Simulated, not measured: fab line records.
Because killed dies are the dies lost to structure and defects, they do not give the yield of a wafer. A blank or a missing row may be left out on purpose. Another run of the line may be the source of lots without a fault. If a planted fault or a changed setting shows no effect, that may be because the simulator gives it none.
fab line records -- flow sky130
[record] lots = 10, wafers = 30, last_day = 50
route steps=708 shown POLY_CUT@315 SD_N@351 LI_CONTACT@374
lots that met no fault: taken from a fault-free run of the same line
start_h: hours from the record's opening day to when the first of the lot's shown wafers began -- wait_h: hours elapsed since this lot's preceding step -- " repeats the value in the row above -- L1.1+2: a single row standing in for several wafers -- - either no value or no given start -- * or withheld: withheld -- < > ~ a bound
route shown NAME@n: names a module that has steps shown in the file, with the first one's number in the route -- usual: mean/standard deviation of fault-free wafers -- same: alike in all rows -- chamber/n: place in a boat -- sites: readings site by site -- _std_site: their standard deviation -- _edge_site: the outer-site mean with the inner-site mean subtracted -- radius_mm: for every site, how far away it sits from the centre of the wafer -- mask NAME#n: copy n -- behind: the most recent tool/chamber to have shaped the wafer -- hold: what put the lot on hold/how long, in hours/how the hold closed -- device: transistor that didn't switch, given as n, p or np -- end of line: tests of these same wafers at the route's end -- a step without rows: its recipe alone -- killed: dies that structure and defects cost at the first sort, which is not the same as the wafer's yield -- map: shows each die of a wafer: x if killed, . if not, _ if none is there
set.NAME: the setting that was run; set.NAME@STEP: the one run at that earlier step -- model.NAME: the simulator's own value behind a step, which no gauge read
route steps across a sampled set of lots; one table per step, one row per wafer
services: from which hour (start_h, from the record's first day; less than 0 if before it) a tool's chamber was out of use, for how many hours, and why
[[steps]]
[step SKY_POLY_CUT_CD_MEAS_08]
[recipe] target_cd_nm = 270
[usual] cd_nm = 270.1/1.2
lot.wafer,tool,chamber,start_h,wait_h,cd_nm
L157.1,cd_sem-01,-,601.71,-,269.4
L157.3,cd_sem-01,-,601.71,-,270.5
L157.6,cd_sem-01,-,601.71,-,271.7
L158.1,cd_sem-02,-,615.77,-,269.2
L158.2,cd_sem-02,-,615.77,-,269.3
L158.5,cd_sem-02,-,615.77,-,268.6
L162.1,cd_sem-02,-,641.52,-,266.7
L162.2,cd_sem-02,-,641.52,-,268.0
L162.6,cd_sem-02,-,641.52,-,269.3
L165.2,cd_sem-01,-,662.14,-,270.0
L165.3,cd_sem-01,-,662.14,-,270.4
L165.6,cd_sem-01,-,662.14,-,269.0
L164.1,cd_sem-02,-,666.02,-,270.0
L164.2,cd_sem-02,-,666.02,-,269.0
L164.4,cd_sem-02,-,666.02,-,270.3
L168.1,cd_sem-02,-,681.46,-,269.3
L168.2,cd_sem-02,-,681.46,-,271.4
L168.4,cd_sem-02,-,681.46,-,269.7
L167.1,cd_sem-02,-,686.11,-,271.3
L167.2,cd_sem-02,-,686.11,-,271.5
L167.4,cd_sem-02,-,686.11,-,270.6
L172.3,cd_sem-02,-,716.13,-,269.9
L172.5,cd_sem-02,-,716.13,-,270.8
L172.6,cd_sem-02,-,716.13,-,271.2
L173.1,cd_sem-02,-,720.24,-,269.4
L173.2,cd_sem-02,-,720.24,-,269.6
L173.5,cd_sem-02,-,720.24,-,269.7
L174.1,cd_sem-02,-,733.47,-,272.4
L174.3,cd_sem-02,-,733.47,-,271.9
L174.4,cd_sem-02,-,733.47,-,270.5
[step SKY_SD_N_IMPLANT_09]
[recipe] species = As, energy_kev = 50, dose_cm2 = 4e+15, tilt_deg = 0
[usual] beam_energy_keV = 50.003/0.017, dose_ions_cm2 = 4e+15/4.1e+12
lot.wafer,tool,chamber,start_h,wait_h,beam_energy_keV,dose_ions_cm2
L157.1,implanter-03,0,688.94,0.0,50.000,4.004e+15
L157.3,implanter-03,0,688.94,0.0,49.972,4.004e+15
L157.6,implanter-03,0,688.94,0.0,49.989,4.002e+15
L158.1,implanter-02,0,701.49,0.0,50.002,3.986e+15
L158.2,implanter-02,0,701.49,0.0,49.996,3.997e+15
L158.5,implanter-02,0,701.49,0.0,50.000,3.986e+15
L162.1,implanter-02,0,725.83,0.0,50.037,3.997e+15
L162.2,implanter-02,0,725.83,0.0,50.006,4e+15
L162.6,implanter-02,0,725.83,0.0,50.003,4.003e+15
L165.2,implanter-02,0,747.61,0.0,44.142,4.005e+15
L165.3,implanter-02,0,747.61,0.0,44.172,3.994e+15
L165.6,implanter-02,0,747.61,0.0,44.185,4.001e+15
L164.1,implanter-02,0,749.24,0.0,44.164,3.998e+15
L164.2,implanter-02,0,749.24,0.0,44.180,4.002e+15
L164.4,implanter-02,0,749.24,0.0,44.171,3.997e+15
L168.1,implanter-03,0,763.18,0.0,50.009,4.006e+15
L168.2,implanter-03,0,763.18,0.0,50.014,4.003e+15
L168.4,implanter-03,0,763.18,0.0,50.020,4e+15
L167.1,implanter-03,0,769.23,0.0,50.003,4.006e+15
L167.2,implanter-03,0,769.23,0.0,50.011,4.001e+15
L167.4,implanter-03,0,769.23,0.0,50.013,4.003e+15
L172.3,implanter-03,0,796.93,0.1,49.986,3.999e+15
L172.5,implanter-03,0,796.93,0.1,49.982,3.999e+15
L172.6,implanter-03,0,796.93,0.1,50.002,3.996e+15
L173.1,implanter-01,0,801.73,0.0,50.015,3.997e+15
L173.2,implanter-01,0,801.73,0.0,50.009,3.998e+15
L173.5,implanter-01,0,801.73,0.0,50.035,3.997e+15
L174.1,implanter-01,0,834.25,0.0,49.985,3.994e+15
L174.3,implanter-01,0,834.25,0.0,49.993,4.001e+15
L174.4,implanter-01,0,834.25,0.0,50.000,3.998e+15
[step SKY_SD_N_STRIP_11]
[recipe] chemistry = O2/N2, power_w = 1400, pressure_mtorr = 1500, platen_temp_c = withheld, o2_flow_sccm = 3000, n2_flow_sccm = 300, overash_fraction = 0.5
[usual] chamber_pressure_mTorr = 1499.9/1.4, drypump_motor_current_A = 5.3/0.35, oes_product_au = 0.528/0.0042, strip_time_to_endpoint_s = 22.54/0.045
lot.wafer,tool,chamber,start_h,wait_h,chamber_pressure_mTorr,drypump_motor_current_A,oes_product_au,rf_hours_counter_h,strip_time_to_endpoint_s
L157.1,plasma_asher-02,1,689.24,0.1,1498.2,6.1,0.526,27,22.58
L157.3,plasma_asher-02,1,689.24,0.1,1501.5,6.1,0.526,-,22.59
L157.6,plasma_asher-02,0,689.24,0.1,1501.0,5.0,0.530,-,22.60
L158.1,plasma_asher-01,1,701.79,0.1,1498.7,4.8,0.531,86,22.56
L158.2,plasma_asher-01,0,701.79,0.1,1497.8,5.2,0.533,86,22.56
L158.5,plasma_asher-01,0,701.79,0.1,1500.1,5.2,0.529,-,22.57
L162.1,plasma_asher-03,1,726.13,0.1,1499.5,5.4,0.533,104,22.52
L162.2,plasma_asher-03,0,726.13,0.1,1499.6,5.5,0.524,104,22.48
L162.6,plasma_asher-03,1,726.13,0.1,1502.4,5.4,0.532,-,22.52
L165.2,plasma_asher-01,0,747.88,0.1,1502.9,5.2,0.545,91,21.66
L165.3,plasma_asher-01,1,747.88,0.1,1500.2,4.9,0.547,-,21.69
L165.6,plasma_asher-01,1,747.88,0.1,1500.9,4.8,0.538,-,21.66
L164.1,plasma_asher-01,0,749.54,0.1,1499.4,5.2,0.546,91,21.63
L164.2,plasma_asher-01,1,749.54,0.1,1500.4,4.8,0.543,91,21.66
L164.4,plasma_asher-01,0,749.54,0.1,1498.3,5.2,0.540,-,21.62
L168.1,plasma_asher-03,0,763.48,0.1,1499.8,5.5,0.534,3,22.56
L168.2,plasma_asher-03,1,763.48,0.1,1498.6,5.3,0.531,3,22.56
L168.4,plasma_asher-03,1,763.48,0.1,1498.8,5.3,0.537,-,22.55
L167.1,plasma_asher-03,0,769.53,0.1,1501.4,5.5,0.522,3,22.47
L167.2,plasma_asher-03,1,769.53,0.1,1499.6,5.4,0.527,3,22.44
L167.4,plasma_asher-03,0,769.53,0.1,1499.8,5.5,0.527,-,22.47
L172.3,plasma_asher-01,1,797.21,0.1,1500.2,4.9,0.523,-,22.53
L172.5,plasma_asher-01,0,797.21,0.1,1500.1,5.2,0.524,-,22.50
L172.6,plasma_asher-01,1,797.21,0.1,1501.0,4.8,0.529,-,22.52
L173.1,plasma_asher-02,0,802.03,0.1,1500.6,5.0,0.523,34,22.53
L173.2,plasma_asher-02,1,802.03,0.1,1501.7,6.1,0.528,34,22.48
L173.5,plasma_asher-02,0,802.03,0.1,1499.7,5.0,0.522,-,22.51
L174.1,plasma_asher-03,0,834.55,0.1,1499.7,5.5,0.531,9,22.57
L174.3,plasma_asher-03,0,834.55,0.1,1498.5,5.5,0.525,-,22.54
L174.4,plasma_asher-03,1,834.55,0.1,1501.6,5.4,0.525,-,22.54
[step SKY_SD_N_TW_MEAS_12]
[usual] SD_N_TW = 3963/33
lot.wafer,tool,chamber,start_h,wait_h,hold,SD_N_TW
L157.1,film_metro-02,-,689.34,0.1,-,3903
L157.3,film_metro-02,-,689.34,0.1,-,3908
L157.6,film_metro-02,-,689.34,0.1,-,3917
L158.1,film_metro-02,-,701.89,0.1,-,3930
L158.2,film_metro-02,-,701.89,0.1,-,3916
L158.5,film_metro-02,-,701.89,0.1,-,3941
L162.1,film_metro-04,-,726.23,0.1,-,3976
L162.2,film_metro-04,-,726.23,0.1,-,3995
L162.6,film_metro-04,-,726.23,0.1,-,3960
L165.2,film_metro-04,-,747.99,0.1,-,3878
L165.3,film_metro-04,-,747.99,0.1,-,3852
L165.6,film_metro-04,-,747.99,0.1,-,3846
L164.1,film_metro-02,-,749.64,0.1,await_dispo/0.2h/release,3799
L164.2,film_metro-02,-,749.64,0.1,await_dispo/0.2h/release,3801
L164.4,film_metro-02,-,749.64,0.1,await_dispo/0.2h/release,3795
L164.1,film_metro-02,-,749.99,0.3,-,3806
L164.2,film_metro-02,-,749.99,0.3,-,3814
L164.4,film_metro-02,-,749.99,0.3,-,3768
L168.1,film_metro-01,-,763.58,0.1,-,3971
L168.2,film_metro-01,-,763.58,0.1,-,3969
L168.4,film_metro-01,-,763.58,0.1,-,3974
L167.1,film_metro-01,-,769.63,0.1,-,3984
L167.2,film_metro-01,-,769.63,0.1,-,3971
L167.4,film_metro-01,-,769.63,0.1,-,3983
L172.3,film_metro-04,-,797.30,0.1,-,3993
L172.5,film_metro-04,-,797.30,0.1,-,4005
L172.6,film_metro-04,-,797.30,0.1,-,3982
L173.1,film_metro-02,-,802.13,0.1,-,3940
L173.2,film_metro-02,-,802.13,0.1,-,3926
L173.5,film_metro-02,-,802.13,0.1,-,3936
L174.1,film_metro-02,-,834.65,0.1,-,3924
L174.3,film_metro-02,-,834.65,0.1,-,3920
L174.4,film_metro-02,-,834.65,0.1,-,3921
[step SKY_SD_N_RS_MEAS_16]
[recipe] thk_meas_gauge = four-point-probe
[usual] SD_N_RS = 68.60/0.11
lot.wafer,tool,chamber,start_h,wait_h,hold,SD_N_RS[ohm/sq]
L157.1,film_metro-01,-,689.64,0.1,-,68.71
L157.3,film_metro-01,-,689.64,0.1,-,68.66
L157.6,film_metro-01,-,689.64,0.1,-,68.84
L158.1,film_metro-01,-,702.18,0.1,-,68.71
L158.2,film_metro-01,-,702.18,0.1,-,68.70
L158.5,film_metro-01,-,702.18,0.1,-,68.56
L162.1,film_metro-02,-,726.51,0.1,-,68.79
L162.2,film_metro-02,-,726.51,0.1,-,68.61
L162.6,film_metro-02,-,726.51,0.1,-,68.71
L165.2,film_metro-02,-,748.28,0.1,await_dispo/0.2h/release,73.15
L165.3,film_metro-02,-,748.28,0.1,await_dispo/0.2h/release,73.11
L165.6,film_metro-02,-,748.28,0.1,await_dispo/0.2h/release,73.16
L165.2,film_metro-02,-,748.64,0.3,-,73.16
L165.3,film_metro-02,-,748.64,0.3,-,73.00
L165.6,film_metro-02,-,748.64,0.3,-,73.15
L164.1,film_metro-04,-,751.35,0.1,await_dispo/0.2h/release,73.06
L164.2,film_metro-04,-,751.35,0.1,await_dispo/0.2h/release,72.97
L164.4,film_metro-04,-,751.35,0.1,await_dispo/0.2h/release,73.06
L164.1,film_metro-04,-,751.64,0.3,-,72.91
L164.2,film_metro-04,-,751.64,0.3,-,73.07
L164.4,film_metro-04,-,751.64,0.3,-,72.89
L168.1,film_metro-01,-,763.87,0.1,-,68.78
L168.2,film_metro-01,-,763.87,0.1,-,68.78
L168.4,film_metro-01,-,763.87,0.1,-,68.70
L167.1,film_metro-04,-,769.92,0.1,-,68.64
L167.2,film_metro-04,-,769.92,0.1,-,68.63
L167.4,film_metro-04,-,769.92,0.1,-,68.69
L172.3,film_metro-02,-,797.60,0.1,-,68.37
L172.5,film_metro-02,-,797.60,0.1,-,68.43
L172.6,film_metro-02,-,797.60,0.1,-,68.60
L173.1,film_metro-04,-,802.42,0.1,-,68.68
L173.2,film_metro-04,-,802.42,0.1,-,68.72
L173.5,film_metro-04,-,802.42,0.1,-,68.57
L174.1,film_metro-04,-,834.94,0.1,-,68.54
L174.3,film_metro-04,-,834.94,0.1,-,68.54
L174.4,film_metro-04,-,834.94,0.1,-,68.64
[step SKY_LI_CONTACT_CD_MEAS_12]
[recipe] target_cd_nm = 170
[usual] cd_nm = 170.6/1.6
lot.wafer,tool,chamber,start_h,wait_h,cd_nm
L157.1,cd_sem-01,-,718.19,-,168.3
L157.3,cd_sem-01,-,718.19,-,169.4
L157.6,cd_sem-01,-,718.19,-,171.6
L158.1,cd_sem-01,-,730.79,-,173.0
L158.2,cd_sem-01,-,730.79,-,171.1
L158.5,cd_sem-01,-,730.79,-,169.6
L162.1,cd_sem-02,-,755.26,-,172.9
L162.2,cd_sem-02,-,755.26,-,171.9
L162.6,cd_sem-02,-,755.26,-,171.4
L165.2,cd_sem-01,-,775.63,-,174.4
L165.3,cd_sem-01,-,775.63,-,173.2
L165.6,cd_sem-01,-,775.63,-,173.7
L164.1,cd_sem-02,-,777.64,-,172.2
L164.2,cd_sem-02,-,777.64,-,172.6
L164.4,cd_sem-02,-,777.64,-,171.8
L168.1,cd_sem-01,-,791.46,-,171.5
L168.2,cd_sem-01,-,791.46,-,171.2
L168.4,cd_sem-01,-,791.46,-,171.6
L167.1,cd_sem-01,-,797.07,-,168.7
L167.2,cd_sem-01,-,797.07,-,170.3
L167.4,cd_sem-01,-,797.07,-,169.1
L172.3,cd_sem-01,-,837.02,-,169.7
L172.5,cd_sem-01,-,837.02,-,169.8
L172.6,cd_sem-01,-,837.02,-,169.6
L173.1,cd_sem-01,-,838.90,-,169.7
L173.2,cd_sem-01,-,838.90,-,170.5
L173.5,cd_sem-01,-,838.90,-,172.1
L174.1,cd_sem-01,-,851.77,-,170.3
L174.3,cd_sem-01,-,851.77,-,170.0
L174.4,cd_sem-01,-,851.77,-,169.4
[step SKY_LI_CONTACT_SPUTTER_20]
[recipe] material = TiN, target_thk_nm = 20, chamber_pressure_pa = 5, power_w = 4000, time_s = 80
[usual] throttle_valve_pct = 30.3/0.79
lot.wafer,tool,chamber,start_h,wait_h,throttle_valve_pct
L157.1,pvd_sputter-03,-,718.86,0.0,30.5
L157.3,pvd_sputter-03,-,718.86,0.0,30.3
L157.6,pvd_sputter-03,-,718.86,0.0,30.8
L158.1,pvd_sputter-02,-,731.46,0.0,30.8
L158.2,pvd_sputter-02,-,731.46,0.0,28.7
L158.5,pvd_sputter-02,-,731.46,0.0,29.4
L162.1,pvd_sputter-03,-,755.93,0.0,30.2
L162.2,pvd_sputter-03,-,755.93,0.0,30.7
L162.6,pvd_sputter-03,-,755.93,0.0,30.7
L165.2,pvd_sputter-01,-,776.26,0.0,29.3
L165.3,pvd_sputter-01,-,776.26,0.0,30.5
L165.6,pvd_sputter-01,-,776.26,0.0,29.2
L164.1,pvd_sputter-03,-,778.29,0.0,30.2
L164.2,pvd_sputter-03,-,778.29,0.0,30.4
L164.4,pvd_sputter-03,-,778.29,0.0,30.3
L168.1,pvd_sputter-02,-,792.11,0.0,29.3
L168.2,pvd_sputter-02,-,792.11,0.0,32.0
L168.4,pvd_sputter-02,-,792.11,0.0,28.5
L167.1,pvd_sputter-03,-,797.79,0.0,30.5
L167.2,pvd_sputter-03,-,797.79,0.0,30.1
L167.4,pvd_sputter-03,-,797.79,0.0,30.8
L172.3,pvd_sputter-03,-,837.63,0.0,30.7
L172.5,pvd_sputter-03,-,837.63,0.0,30.0
L172.6,pvd_sputter-03,-,837.63,0.0,30.1
L173.1,pvd_sputter-02,-,839.59,0.0,31.9
L173.2,pvd_sputter-02,-,839.59,0.0,29.2
L173.5,pvd_sputter-02,-,839.59,0.0,29.6
L174.1,pvd_sputter-03,-,852.45,0.0,30.5
L174.3,pvd_sputter-03,-,852.45,0.0,30.2
L174.4,pvd_sputter-03,-,852.45,0.0,30.2
[[services]]
tool,chamber,start_h,hours,kind
implanter-02,-,671.42,2.8,pm
implanter-03,-,680.99,2.3,repair
implanter-02,-,682.07,0.9,repair
implanter-01,-,688.91,2.3,repair
pvd_sputter-01,-,694.26,3.1,repair
implanter-03,-,698.40,4.2,repair
pvd_sputter-02,2,707.06,-,consumable_replace:kit
pvd_sputter-02,2,707.06,18.0,scheduled_down
pvd_sputter-02,2,707.06,18.0,vent_cycle
pvd_sputter-01,-,709.68,48.0,repair
plasma_asher-02,-,711.60,2.8,pm
implanter-02,-,731.73,9.5,repair
plasma_asher-03,-,733.75,9.0,pm
plasma_asher-03,0,733.75,9.0,vent_cycle
plasma_asher-03,1,733.75,9.0,vent_cycle
plasma_asher-02,-,738.30,37.4,repair
plasma_asher-03,0,742.75,-,clean
plasma_asher-03,1,742.75,-,clean
pvd_sputter-03,-,749.38,1.0,repair
implanter-01,-,788.07,1.3,repair
plasma_asher-01,-,814.01,2.3,repair
implanter-03,-,825.53,3.1,repair
implanter-03,-,839.02,2.9,pm
pvd_sputter-02,-,845.09,110.0,repair
[[key]]
[first_sign] step = SKY_SD_N_IMPLANT_09, reading = beam_energy_keV, direction = down, sigmas = 99+, usual = *, struck = *
[effect] step = SKY_SD_N_STRIP_11, reading = strip_time_to_endpoint_s, direction = down, sigmas = 20, usual = *, struck = *
[effect] step = SKY_SD_N_TW_MEAS_12, reading = visit, direction = added
[effect] step = SKY_SD_N_RS_MEAS_16, reading = visit, direction = added
[effect] step = SKY_SD_N_RS_MEAS_16, reading = SD_N_RS, direction = up, sigmas = 39, usual = 68.60, struck = 73.09
met_at SKY_SD_N_IMPLANT_09
struck_lots L164,L165
tester_left_out L164,L165
not_acting_at SKY_POLY_CUT_CD_MEAS_08,SKY_LI_CONTACT_CD_MEAS_12,SKY_LI_CONTACT_SPUTTER_20
onset_between 725.83 747.61
[fault] kind = process_parameter_drift, tool = implanter-02, chamber = -, onset_h = 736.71, steps = SKY_SD_N_IMPLANT_09, channel = energy_kev, offset = *, shape = step, end_h = 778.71, acts_in = *, stated = *
// tester_left_out: of these lots the tester's yield and bins aren't shown, on N5 and GAA mostly nor the transistor test; their killed dies are dies lost to structure and defects alone, not to doping, threshold or leakage, so they don't give the yield
